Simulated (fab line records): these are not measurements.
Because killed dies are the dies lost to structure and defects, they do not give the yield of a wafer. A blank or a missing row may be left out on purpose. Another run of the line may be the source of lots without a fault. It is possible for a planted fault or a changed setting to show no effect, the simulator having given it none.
Struck lot and sound lot, side by side ; flow gf180mcu ; 17 out of 602 route steps
Sound: the wafers L339.3, L339.4, L339.6. Struck: wafer L357.2; the same lot's L357.1 was not struck, so it is left out; see the end for the cause.
At each step with rows: each side's tool, then ch and its chambers, then its first start. Under that, the readings that differ: sound wafers ; struck wafers ; difference of the means ; sigmas: that difference in standard deviations of wafers without a fault.
alike: a reading whose means differ by less than 2 such deviations, as well as words and numbers matching on both sides. not compared: withheld readings; readings where some wafer has no value; bounds like >300 that might hide an equal value; numbers whose values overlap and for which the record gives no deviation.
Wherever a step has rows on one side only, a row that says differs or no value, or a row with sigmas, the two part there. When numbers do not overlap yet have no deviation, they are printed without sigmas and do not part them. A reading that every wafer of one side lacks parts them only if that side has two wafers or more.

GF_SAB_STRIP_13: strips in O2/N2.
  sound on plasmaAsher-04 ch 0,1, day 16 19:58; struck on plasmaAsher-02 ch 0, day 23 07:48
reading;sound;struck;difference;sigmas
heaterPowerW (W);390 403 382;322;-70;-2
rfHoursCounterH (h);- - -;10;no value on the sound wafers;
  alike: drypumpMotorCurrentA, n2FlowSccm, oesProductAu, stripTimeToEndpointS
then, 2 steps without rows for these wafers: GF_SALICIDE_CLEAN_00 (cleans in SC1/SC2, time 150 s); GF_SALICIDE_WET_ETCH_01 (etches SiO2 in dHF, target depth 5 nm, time 100 s).
GF_SALICIDE_SPUTTER_02: material Co, target thk 10 nm, time 20 s.
  sound: pvdSputter-03 at day 16 20:07; struck: pvdSputter-01 at day 23 07:59
reading;sound;struck;difference;sigmas
chamberPressurePa (Pa);0.3989 0.3998 0.3997;0.4015;+0.0020;+2
throttleValvePct (%);29.2 29.3 29.3;27.4;-1.9;-2
GF_SALICIDE_SPUTTER_03: material TiN, target thk 20 nm, time 16.7 s.
  sound: pvdSputter-03 at day 16 20:08; struck: pvdSputter-01 at day 23 08:01
reading;sound;struck;difference;sigmas
throttleValvePct (%);29.6 29.2 29.2;27.4;-1.9;-2
  alike: chamberPressurePa
GF_SALICIDE_RS_MEAS_04: a four-point-probe measurement.
  sound: filmMetro-01 at day 16 20:13; struck: filmMetro-01 at day 23 08:02
reading;sound;struck;difference;sigmas
SALICIDE_TIN_RS (ohm/sq);16.68 16.41 16.46;15.88;-0.64;-2
GF_SALICIDE_THK_MEAS_05: measures by xrf.
  sound: filmMetro-01 at day 16 20:19; struck: filmMetro-01 at day 23 08:10
  alike: SALICIDE_TIN_THK
GF_SALICIDE_RTA_06: time 30 s.
  sound on rtpAnneal-01 ch 0, day 16 20:23; struck on rtpAnneal-01 ch 0, day 23 08:13
  alike: annealTempCMax, lampPowerPct, wafer_temp_C_max
then, 1 step without rows for these wafers: GF_SALICIDE_WET_ETCH_07 (etches the open film in SPM, target depth 120 nm).
GF_SALICIDE_RTA_08: time 30 s.
  sound on rtpAnneal-02 ch 0, day 16 20:35; struck on rtpAnneal-02 ch 0, day 23 08:25
  alike: annealTempCMax, lampPowerPct, wafer_temp_C_max
then, 1 step without rows for these wafers: GF_CONTACT_CVD_00 (deposits SiO2, target thk 300 nm, time 50 s).
GF_CONTACT_THK_MEAS_01:
  sound: filmMetro-01 at day 16 20:43; struck: filmMetro-01 at day 23 08:34
  alike: CONTACT_CVD_00_THK
GF_CONTACT_CVD_02: deposits SiO2 from TEOS, target thk 860 nm, time 95.992 s.
  sound on pecvd-01 ch 1,2, day 16 20:45; struck on pecvd-01 ch 1, day 23 08:37
reading;sound;struck;difference;sigmas
model.SiO2_of_CONTACT_CVD_02.thkNm (nm);871.3 872.1 887.9;1185;+308;
  alike: heaterPowerOuterW, heaterPowerW
GF_CONTACT_THK_MEAS_03:
  sound: filmMetro-01 at day 16 20:50; struck: filmMetro-03 at day 23 08:55
reading;sound;struck;difference;sigmas
CONTACT_CVD_02_THK (nm);872 872 888;1184;+307;+28
  not compared: hold
GF_CONTACT_CMP_04: polishes SiO2.
  sound on cmp-01 ch 0,1,2, day 16 20:56; struck on cmp-02 ch 1, day 23 14:14
reading;sound;struck;difference;sigmas
hold;- - -;awaitDispo/5.1h/release;no value on the sound wafers;
timeToEndpointS (s);118 123 125;221;+99;+17
  alike: headPressurePsi, motorCurrentA
GF_CONTACT_BOW_MEAS_05:
  sound: filmMetro-04 at day 16 21:13; struck: filmMetro-01 at day 23 14:32
  alike: CONTACT_BOW
GF_PASSIVATION_PROBE_99:
  rows exist in the record for the sound wafers here (prober-02, day 30 12:57), none for the struck ones

WHERE THEY PART
Earliest at GF_SAB_STRIP_13; latest, in this record, at GF_PASSIVATION_PROBE_99.

WHY: whatever the simulator had introduced
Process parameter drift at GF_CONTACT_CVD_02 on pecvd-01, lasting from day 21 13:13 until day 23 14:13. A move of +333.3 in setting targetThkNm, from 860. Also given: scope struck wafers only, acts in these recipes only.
